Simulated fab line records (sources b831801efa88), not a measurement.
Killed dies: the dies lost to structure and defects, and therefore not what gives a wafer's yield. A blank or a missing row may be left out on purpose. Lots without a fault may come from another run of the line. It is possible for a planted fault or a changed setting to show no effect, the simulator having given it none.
Problem report, 8D (eight disciplines) form, completed by code :: flow gf180mcu :: the parts of the form that need people (team, actions taken, sign-off) are left out

1. WHAT IS WRONG
Mean of platenTempC at GF_CONTACT_STRIP_18: 240.81 C across 6 wafers in 2 lots; on wafers with no fault it is 250.00 C (standard deviation 0.19). That is -48 standard deviations from the usual mean.
The step: strips in O2/N2.
First seen on wafer L151.1, day 22 04:11, on plasmaAsher-04. At this step, 42 wafers from 14 lots have a number in the record. Rule for "out" (also "out of limits"): further than 4 standard deviations from the usual mean. Any other wafer with a number is counted as sound.

2. WHAT IT IS AND WHAT IT IS NOT
question: which readings at this step
is: platenTempC
is not: drypumpMotorCurrentA, heaterPowerW

question: which lots
is: L151, L155
is not: L135, L136, L137, L138, L141, L142, L143, L145, L146, L147, L149, L150

question: which wafers of those lots
is: all that have a number
is not: -

question: read on which tools
is: plasmaAsher-04
is not: plasmaAsher-01, plasmaAsher-02

question: when
is: from day 22 04:11
is not: up to then (36 sound wafers)

3. WHAT RULES OUT EACH SUSPECT
Counting: a tool at a process step up to the reading stays a suspect if it ran every lot that is out and no sound lot after the first of them.
- rieDiel-04 at GF_CONTACT_ETCH_17 (etches SiO2 in C4F8/O2/Ar, stops on CoSi2, target depth 860 nm): kept. It ran every lot that is out, first L151 (day 22 04:11), and no sound lot after that; its last sound lot up to then is L150 (day 21 17:23). With no start given for some of its lots, GF_CONTACT_ETCH_17 uses the hours and lot order of GF_CONTACT_STRIP_18.
- plasmaAsher-04 at GF_CONTACT_STRIP_18 (strips in O2/N2): kept. It ran every lot that is out, first L151 (day 22 04:11), and no sound lot after that; its last sound lot up to then is L150 (day 21 17:23). Its own readings are out on those wafers: platenTempC.
Left after counting: rieDiel-04 at GF_CONTACT_ETCH_17, plasmaAsher-04 at GF_CONTACT_STRIP_18.

4. THE CAUSE (what the simulator had put in)
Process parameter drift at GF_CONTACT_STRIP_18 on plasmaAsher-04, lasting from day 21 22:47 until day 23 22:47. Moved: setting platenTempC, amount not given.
This tool is one of the 2 suspects left after counting.

5. SEQUENCE OF EFFECTS, ordered by route
Each row: a reading where the mean over the struck wafers with a number is more than 3 standard deviations away from the usual. Only readings whose record carries a usual standard deviation are examined. hours: median over the lots of the time between each lot's start at the first step of this table that gives one and its start at this step. sigmas: the change, counted in usual standard deviations.
hours: 0
step: GF_CONTACT_STRIP_18
reading: platenTempC
usual: 250.00 C
on struck wafers: 240.81
change: -9.19
sigmas: -48
The process steps in it:
- GF_CONTACT_STRIP_18: strips in O2/N2.

6. WHAT WOULD HAVE CAUGHT IT SOONER
The fault began at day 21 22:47; the first out-of-limits reading in this record came at day 22 04:11, 5 hours later.
